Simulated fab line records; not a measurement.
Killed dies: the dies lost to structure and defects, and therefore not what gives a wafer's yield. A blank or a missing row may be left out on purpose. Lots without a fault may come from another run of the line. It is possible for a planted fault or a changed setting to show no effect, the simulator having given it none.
One fault through the eyes of 2 desks | flow sky130 | every desk sees just its own numbers, and what lay behind them comes last

## THE METROLOGY DESK
What the gauges read for every lot (on any tool): the sampled wafers with a number, averaged. A lot is out of limits, marked OUT, if its mean lies more than 4 standard deviations from the usual mean; the brackets give that distance.
Columns: A = VIA4_W_RS at SKY_VIA4_RS_MEAS_19, usual 0.226 ohm/sq
lot  | first seen here | A
L503 | day 42 13:04    | 0.227
L504 | day 43 01:30    | 0.224
L506 | day 43 14:40    | 0.227
L507 | day 44 03:50    | 0.221
L509 | day 44 07:50    | 0.230
L510 | day 44 18:23    | 0.228
L511 | day 45 03:44    | 0.224
L515 | day 46 02:41    | 0.226
L517 | day 46 14:01    | 0.229
L518 | day 46 22:14    | 0.228
L523 | day 48 02:07    | 0.225
L524 | day 48 02:20    | 0.230
Finding of this desk: none of the 12 lots has anything out of limits.

## TOOL OWNER'S DESK, rie_metal-01
The tool's own readings at SKY_CAP2M_METAL_ETCH_13 (etches TiN in Cl2/BCl3, stops on SiO2, target depth 220 nm, time 62.9 s): means of the sampled wafers that have a number, for each lot that ran on this tool. A lot is out of limits, marked OUT, if its mean lies more than 4 standard deviations from the usual mean; the brackets give that distance.
Columns: A = drypump_motor_current_A at SKY_CAP2M_METAL_ETCH_13, usual 5.8 A; B = oes_product_au at SKY_CAP2M_METAL_ETCH_13, usual 0.940 a.u.; C = throttle_valve_pct at SKY_CAP2M_METAL_ETCH_13, usual 21.901 %
lot  | first seen here | A   | B     | C
L504 | day 41 00:01    | 6.0 | 0.941 | 21.899
L506 | day 41 13:58    | 6.0 | 0.937 | 21.907
L507 | day 42 02:34    | 6.0 | 0.938 | 21.893
L510 | day 42 19:28    | 6.0 | 0.943 | 21.906
L511 | day 43 05:13    | 5.9 | 0.944 | 21.902
L515 | day 44 04:31    | 5.9 | 0.942 | 21.900
L517 | day 44 17:01    | 6.0 | 0.943 | 21.904
L518 | day 45 00:43    | 6.0 | 0.942 | 21.897
Finding of this desk: none of the 8 lots has anything out of limits.

## TAKEN TOGETHER
Nothing out of limits was seen by the metrology desk.
The desk of the tool owner found nothing out of limits.

## WHAT THE SIMULATOR HAD INSERTED
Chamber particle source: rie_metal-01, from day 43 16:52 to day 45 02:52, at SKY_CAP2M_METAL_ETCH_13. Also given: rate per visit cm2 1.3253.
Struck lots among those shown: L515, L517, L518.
